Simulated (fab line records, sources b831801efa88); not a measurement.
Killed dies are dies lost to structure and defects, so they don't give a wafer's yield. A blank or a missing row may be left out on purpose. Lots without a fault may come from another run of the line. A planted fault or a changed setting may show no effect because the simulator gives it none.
A struck lot beside a sound one | flow sky130 | 14 steps out of a route of 708
Sound: wafers L342.1, L342.4, L342.6. Struck: wafers L359.2, L359.4, L359.6. The cause comes at the end.
At each step with rows: each side's tool, then ch and its chambers, then its first start. Under that, the readings that differ: sound wafers | struck wafers | difference of the means | sigmas: that difference in standard deviations of wafers without a fault.
alike: readings whose means differ by less than 2 such deviations, and words and numbers that are the same on both sides. not compared: withheld readings, readings that some wafer has no value for, bounds like >300 that may hide the same value, and numbers for which the record gives no deviation and whose values overlap.
The two part at a step that has a row with sigmas, a row that says differs or no value, or rows on one side only. Numbers that don't overlap but have no deviation are shown without sigmas and don't part them. A reading that every wafer of one side lacks parts them only if that side has two wafers or more.

first, 2 steps without rows for these wafers: SKY_LDD_HVP_PEB_05; SKY_LDD_HVP_DEVELOP_06 (develop time 60 s).
SKY_LDD_HVP_OVL_MEAS_07:
  sound on overlay-01, day 21 06:55; struck on overlay-02, day 27 10:13
  alike: LDD_HVP_OVL
then, 1 step without rows for these wafers: SKY_LDD_HVP_IMPLANT_08.
SKY_LDD_HVP_STRIP_09: strips in O2/N2.
  sound on plasma_asher-02 ch 0,1, day 21 07:06; struck on plasma_asher-01 ch 1, day 27 10:23
  reading                     | sound       | struck      | difference | sigmas
  drypump_motor_current_A (A) | 5.7 5.8 5.7 | 5.0 5.0 4.9 | -0.8       | -2
  alike: chamber_pressure_mTorr, oes_product_au, strip_time_to_endpoint_s
  not compared: rf_hours_counter_h
SKY_LDD_HVP_TW_MEAS_10:
  sound on film_metro-01, day 21 07:12; struck on film_metro-01, day 27 10:30
  alike: LDD_HVP_TW
then, 6 steps without rows for these wafers: SKY_LDD_LDN_DEHYDRATE_00 (time 60 s); SKY_LDD_LDN_HMDS_01 (prime time 60 s); SKY_LDD_LDN_COAT_02 (resist thk 1140 nm); SKY_LDD_LDN_SOFTBAKE_03 (time 60 s); SKY_LDD_LDN_EXPOSE_04 (exposes mask LDNTM, target cd 700 nm); SKY_LDD_LDN_PEB_05.
SKY_LDD_LDN_DEVELOP_06: develop time 60 s.
  sound on litho_track-01 ch 0, day 22 12:19; struck on litho_track-02, day 28 14:35
  no value came back on the struck wafers for chill_plate_temp_C (C), develop_time_s (s); on the sound wafers chill_plate_temp_C (C) reads 22.79 22.92 22.86
SKY_LDD_LDN_OVL_MEAS_07:
  sound on overlay-01, day 22 12:28; struck on overlay-01, day 28 14:43
  reading          | sound          | struck | difference                    | sigmas
  LDD_LDN_OVL (nm) | -1.0 -1.1 -3.2 | - - -  | no value on the struck wafers |

WHERE THEY PART
First at SKY_LDD_HVP_STRIP_09; last, within this record, at SKY_LDD_LDN_OVL_MEAS_07.

WHY: what the simulator had put in
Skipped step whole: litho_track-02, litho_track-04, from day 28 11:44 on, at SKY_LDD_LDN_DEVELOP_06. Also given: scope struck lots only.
